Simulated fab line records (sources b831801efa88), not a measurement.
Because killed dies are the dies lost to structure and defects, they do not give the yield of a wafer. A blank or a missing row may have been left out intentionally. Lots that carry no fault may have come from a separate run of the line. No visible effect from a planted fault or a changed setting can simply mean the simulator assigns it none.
Struck lot and sound lot, side by side    flow sky130    16 steps out of a route of 708
Sound: the wafers L960.1, L960.2, L960.6. Struck: wafers L959.1, L959.3 (left out: L959.5, a lot-mate that was not struck); the cause follows at the end.
Per side, at each step with rows, come the tool, then ch with its chambers, and then its first start. Under that, the readings that differ: sound wafers    struck wafers    difference of the means    sigmas: that difference in standard deviations of wafers without a fault.
alike: same words and numbers on both sides, and readings whose means sit less than 2 such deviations apart. not compared: any withheld reading, any reading some wafer has no value for, any bound like >300 that may hide the same value, and any number with overlapping values for which the record gives no deviation.
The two part at a step that has a row with sigmas, a row that says differs or no value, or rows on one side only. Numbers that have no deviation but don't overlap get no sigmas and don't part them. Lack of a reading on every wafer of one side parts them only where that side has two or more wafers.

first, 8 steps without rows for these wafers: SKY_METAL1_DEHYDRATE_07 (time 60 s); SKY_METAL1_HMDS_08 (prime time 60 s); SKY_METAL1_COAT_09 (resist thk 60 nm); SKY_METAL1_COAT_10 (resist thk 450 nm); SKY_METAL1_SOFTBAKE_11 (time 90 s); SKY_METAL1_EXPOSE_12 (exposes mask MM1, target cd 140 nm); SKY_METAL1_PEB_13; SKY_METAL1_DEVELOP_14 (develop time 60 s).
SKY_METAL1_CD_MEAS_15: the cd target is 140 nm.
  sound on cd-sem-02, day 37 01:55; struck on cd-sem-02, day 37 03:50
  alike: cd-nm
SKY_METAL1_OVL_MEAS_16:
  sound on overlay-01, day 37 02:02; struck on overlay-01, day 37 03:57
  alike: METAL1_OVL
SKY_METAL1_DESCUM_17: chemistry O2, time 8 s.
  sound on rie-metal-04 ch 0,1, day 37 02:05; struck on rie-metal-03 ch 1, day 37 03:59
reading                      sound        struck   difference  sigmas
drypump-motor-current-A (A)  6.3 6.5 6.3  5.1 5.1  -1.3        -2
  alike: he-backside-leak-sccm, oes-product-au
  not compared: rf-hours-counter-h
SKY_METAL1_ETCH_18: etches BARC in N2/H2, stops on SiO2, time 45.9 s, target depth 60 nm.
  sound on rie-metal-04 ch 0,1, day 37 02:07; struck on rie-metal-03 ch 1, day 37 04:01
reading                      sound        struck   difference  sigmas
drypump-motor-current-A (A)  6.3 6.5 6.4  5.1 5.1  -1.3        -2
  alike: he-backside-leak-sccm, oes-product-au, throttle-valve-pct
  not compared: rf-hours-counter-h
SKY_METAL1_METAL_ETCH_19: etches the open film in Cl2/BCl3, stops on SiO2, target depth 360 nm, time 78 s.
  sound on rie-metal-04 ch 0,1, day 37 02:10; struck on rie-metal-03 ch 1, day 37 04:05
reading                                        sound              struck       difference  sigmas
drypump-motor-current-A (A)                    6.3 6.5 6.3        5.1 5.1      -1.3        -2
model.KrF-thick_of_METAL1_COAT_10.thk-nm (nm)  152.5 175.8 150.5  201.8 206.3  +44.5       
  alike: bcl3-flow-sccm, he-backside-leak-sccm, oes-product-au, throttle-valve-pct
  not compared: rf-hours-counter-h, model.METAL1.cd-nm
SKY_METAL1_STRIP_20: strips in O2/N2.
  sound on plasma-asher-03 ch 0,1, day 37 02:16; struck on plasma-asher-02 ch 0,1, day 37 04:10
reading                       sound              struck       difference  sigmas
drypump-motor-current-A (A)   5.7 6.1 6.1        5.2 4.7      -1.0        -2
oes-product-au (a.u.)         0.335 0.345 0.334  0.367 0.358  +0.024      +4
strip-time-to-endpoint-s (s)  2.65 2.88 2.60     3.15 3.22    +0.48       +6
  not compared: rf-hours-counter-h
then, 1 step without rows for these wafers: SKY_METAL1_STRIP_21 (strips in post etch residue remover, time 1200 s).
-- the record jumps here: 12 days lie between the struck wafers' starts before and after (it left off in module METAL1 and takes up again in module PAD_OPEN, whose first step shown is number 708 of the route) --
SKY_PAD_OPEN_PROBE_99:
  sound on prober-02, day 49 00:46; struck on prober-01, day 49 06:46
  alike: defect-limited-yield, killed_at_M0_to_M3, killed_at_M4_up, killed-at-contacts, killed-at-front-end, killed-at-other, killed-dies, killed-open, killed-short
  not compared: model.etest.met1-comb.leak-log10-a-um

== WHERE THEY PART ==
First at SKY_METAL1_DESCUM_17; last, within this record, at SKY_METAL1_STRIP_20. Later steps at which nothing parts them and some readings are alike: SKY_PAD_OPEN_PROBE_99.

WHY: the cause the simulator had injected
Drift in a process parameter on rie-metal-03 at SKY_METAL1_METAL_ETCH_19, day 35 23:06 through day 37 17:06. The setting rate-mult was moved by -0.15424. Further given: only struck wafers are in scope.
